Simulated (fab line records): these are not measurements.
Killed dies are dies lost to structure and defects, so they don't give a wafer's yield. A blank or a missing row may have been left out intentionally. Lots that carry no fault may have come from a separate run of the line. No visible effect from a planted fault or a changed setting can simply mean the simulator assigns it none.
Problem report in the 8D (eight disciplines) form, filled by code ; flow sky130 ; the parts of the form that need people (team, actions taken, sign-off) are left out

## 1. THE ISSUE
Across 6 wafers from 2 lots, NWELL_RS at SKY_NWELL_RS_MEAS_29 averages 634.8 ohm/sq, while fault-free wafers read 625.0 ohm/sq with a standard deviation of 1.6. Relative to the usual mean, that is a shift of +6.1 standard deviations.
The step: measures by four-point-probe.
The first sign was on wafer L891.4 at day 10 01:07, on film-metro-01. The record has a number at this step for 36 wafers belonging to 12 lots. The rule behind "out" and "out of limits": a value lying over 4 standard deviations away from the usual mean. The rest of the wafers with a number are treated as sound.

## 2. WHAT IT IS, AND WHAT IT ISN'T
question;is;is not
which readings at this step;NWELL_RS;-
which lots;L891, L894;L874, L875, L879, L882, L883, L885, L886, L890, L892, L893
which wafers of those lots;all that have a number;-
read on which gauges;film-metro-01;film-metro-02, film-metro-04
when;from day 10 01:07;"up to then (24 sound wafers); but 6 sound wafers of L892, L893 came after"

## 3. WHAT RULES OUT EACH SUSPECT
Counting: any tool at a process step up to the reading is kept as a suspect provided that every lot that is out went through it and no sound lot did after the first of them.
- the gauge at SKY_NWELL_RS_MEAS_29 has been ruled out. All the wafers that are out were read on film-metro-01, but those of them that SKY_NWELL_IMPLANT_13 has rows for are out there too, on other tools.
- implanter-04 at SKY_NWELL_IMPLANT_13: kept. It processed each lot that is out, first L891 at day 9 02:45, and no sound lot thereafter; up to then, the last sound lot it processed was L885 at day 7 19:56. On those wafers its own readings are out: dose-ions-cm2, faraday-current-uA.
After counting, what remains is implanter-04 at SKY_NWELL_IMPLANT_13.

## 4. THE CAUSE (what the simulator had put in)
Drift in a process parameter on implanter-04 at SKY_NWELL_IMPLANT_13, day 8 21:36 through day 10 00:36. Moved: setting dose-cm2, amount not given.
After counting, this tool was the only one left.

## 5. SEQUENCE OF EFFECTS, ordered by route
Each row: a reading where the mean over the struck wafers with a number is more than 3 standard deviations away from the usual. Readings are gone through only where the record gives a usual standard deviation; hours: the median, over the lots, of the time from a lot's start at the first step in this table giving one to that lot's start at this step; sigmas: the change measured in usual standard deviations.
hours;step;reading;usual;on struck wafers;change;sigmas
0;SKY_NWELL_IMPLANT_13;dose-ions-cm2;6.997e+11;4.163e+11;-2.834e+11;-99 or more
0;SKY_NWELL_IMPLANT_13;faraday-current-uA;3.94;2.36;-1.58;-20
23;SKY_NWELL_RS_MEAS_29;NWELL_RS;625.0 ohm/sq;634.8;+9.8;+6.1
It contains these process steps:
- SKY_NWELL_IMPLANT_13

## 6. HOW IT WOULD HAVE BEEN CAUGHT EARLIER
Counted from the fault's start at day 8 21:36, it took 28 hours until the first out-of-limits reading at a measuring or inspecting step in this record, taken at day 10 01:07.
The tool's own readings at SKY_NWELL_IMPLANT_13 were out on every struck wafer that the step has a row for (dose-ions-cm2, faraday-current-uA): an alarm limit on them would have fired on the first of those.
By day 10 01:07, every lot that is out (2) had started SKY_NWELL_IMPLANT_13 on implanter-04. None of them would have been spared by holding the tool at that moment.
